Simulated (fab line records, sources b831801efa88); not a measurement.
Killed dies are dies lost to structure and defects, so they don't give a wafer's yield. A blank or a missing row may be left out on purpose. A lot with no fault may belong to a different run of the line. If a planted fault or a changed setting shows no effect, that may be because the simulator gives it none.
Which tool did it? :: flow gf180mcu :: 14 lots, 42 wafers sampled, at 2 steps of a route of 602

WHAT EACH GAUGE READ, for each wafer
GF_M2_THK_MEAS_06: measures by xrf. Usual: M2_ALCU_THK 444 nm, standard deviation 5.3.
lot: L922
measured: day 18 06:49
on: filmMetro-03
M2_ALCU_THK (nm): 440 439 444
flag: 

lot: L923
measured: day 19 01:41
on: filmMetro-02
M2_ALCU_THK (nm): 449 449 451
flag: 

lot: L924
measured: day 19 15:02
on: filmMetro-03
M2_ALCU_THK (nm): 455 449 448
flag: 

lot: L925
measured: day 19 20:44
on: filmMetro-03
M2_ALCU_THK (nm): 441 442 448
flag: 

lot: L928
measured: day 21 08:46
on: filmMetro-04
M2_ALCU_THK (nm): 447 446 446
flag: 

lot: L929
measured: day 21 09:04
on: filmMetro-03
M2_ALCU_THK (nm): 448 452 448
flag: 

lot: L931
measured: day 21 22:25
on: filmMetro-02
M2_ALCU_THK (nm): 450 452 447
flag: 

lot: L932
measured: day 22 07:39
on: filmMetro-02
M2_ALCU_THK (nm): 444 444 442
flag: 

lot: L933
measured: day 22 20:26
on: filmMetro-02
M2_ALCU_THK (nm): 451 443 452
flag: 

lot: L934
measured: day 23 03:53
on: filmMetro-04
M2_ALCU_THK (nm): 450 445 447
flag: 

lot: L937
measured: day 24 05:11
on: filmMetro-03
M2_ALCU_THK (nm): 436 438 438
flag: 

lot: L941
measured: day 25 12:23
on: filmMetro-04
M2_ALCU_THK (nm): 448 442 445
flag: 

lot: L942
measured: day 25 19:05
on: filmMetro-04
M2_ALCU_THK (nm): 434 434 437
flag: 

lot: L944
measured: day 26 01:45
on: filmMetro-02
M2_ALCU_THK (nm): 452 450 446
flag: 

WHICH TOOL RAN EACH LOT (tool, then ch and the chambers of the sampled wafers, then the start)
lot: L922
GF_M2_SPUTTER_04: pvdSputter-01, day 18 06:40

lot: L923
GF_M2_SPUTTER_04: pvdSputter-01, day 19 01:31

lot: L924
GF_M2_SPUTTER_04: pvdSputter-03, day 19 14:52

lot: L925
GF_M2_SPUTTER_04: pvdSputter-03, day 19 20:34

lot: L928
GF_M2_SPUTTER_04: pvdSputter-02, day 21 08:36

lot: L929
GF_M2_SPUTTER_04: pvdSputter-03, day 21 08:54

lot: L931
GF_M2_SPUTTER_04: pvdSputter-01, day 21 22:15

lot: L932
GF_M2_SPUTTER_04: pvdSputter-01, day 22 07:29

lot: L933
GF_M2_SPUTTER_04: pvdSputter-03, day 22 20:16

lot: L934
GF_M2_SPUTTER_04: pvdSputter-02, day 23 03:43

lot: L937
GF_M2_SPUTTER_04: pvdSputter-01, day 24 05:00

lot: L941
GF_M2_SPUTTER_04: pvdSputter-02, day 25 12:14

lot: L942
GF_M2_SPUTTER_04: pvdSputter-01, day 25 18:55

lot: L944
GF_M2_SPUTTER_04: pvdSputter-02, day 26 01:35
- GF_M2_SPUTTER_04: material TiN, target thk 50 nm, time 41.7 s.

WHAT THE TOOLS THEMSELVES READ (means of the sampled wafers that have a number; where no wafer has one, the mark that the record gives instead)
GF_M2_SPUTTER_04. Usual: throttleValvePct at 29.2 %, with a standard deviation of 1.
lot: L922
tool: pvdSputter-01
throttleValvePct (%): 29.3
flag: 

lot: L923
tool: pvdSputter-01
throttleValvePct (%): 28.5
flag: 

lot: L924
tool: pvdSputter-03
throttleValvePct (%): 29.7
flag: 

lot: L925
tool: pvdSputter-03
throttleValvePct (%): 29.5
flag: 

lot: L928
tool: pvdSputter-02
throttleValvePct (%): 29.8
flag: 

lot: L929
tool: pvdSputter-03
throttleValvePct (%): 29.1
flag: 

lot: L931
tool: pvdSputter-01
throttleValvePct (%): 28.8
flag: 

lot: L932
tool: pvdSputter-01
throttleValvePct (%): 28.5
flag: 

lot: L933
tool: pvdSputter-03
throttleValvePct (%): 30.0
flag: 

lot: L934
tool: pvdSputter-02
throttleValvePct (%): 29.9
flag: 

lot: L937
tool: pvdSputter-01
throttleValvePct (%): 29.3
flag: 

lot: L941
tool: pvdSputter-02
throttleValvePct (%): 29.2
flag: 

lot: L942
tool: pvdSputter-01
throttleValvePct (%): 29.2
flag: 

lot: L944
tool: pvdSputter-02
throttleValvePct (%): 29.2
flag: 

THE ANSWER, worked out from the rows above alone
Rule: take the mean of a lot's wafers that have a number; if it is more than 3 standard deviations from the usual mean, the lot is off. Also off: a lot with no number at a reading for which 4 or more lots have one. The other lots that the step has rows for count as sound. First the gauges in route order, then the tools' own readings, where a lot's mean is used as printed above. At the first step where some lot is off, the reading lying furthest off is the one used; lots without a number count as furthest.
No lot is off at any reading shown: from this, nothing can be told.

WHAT WAS PUT IN BY THE SIMULATOR
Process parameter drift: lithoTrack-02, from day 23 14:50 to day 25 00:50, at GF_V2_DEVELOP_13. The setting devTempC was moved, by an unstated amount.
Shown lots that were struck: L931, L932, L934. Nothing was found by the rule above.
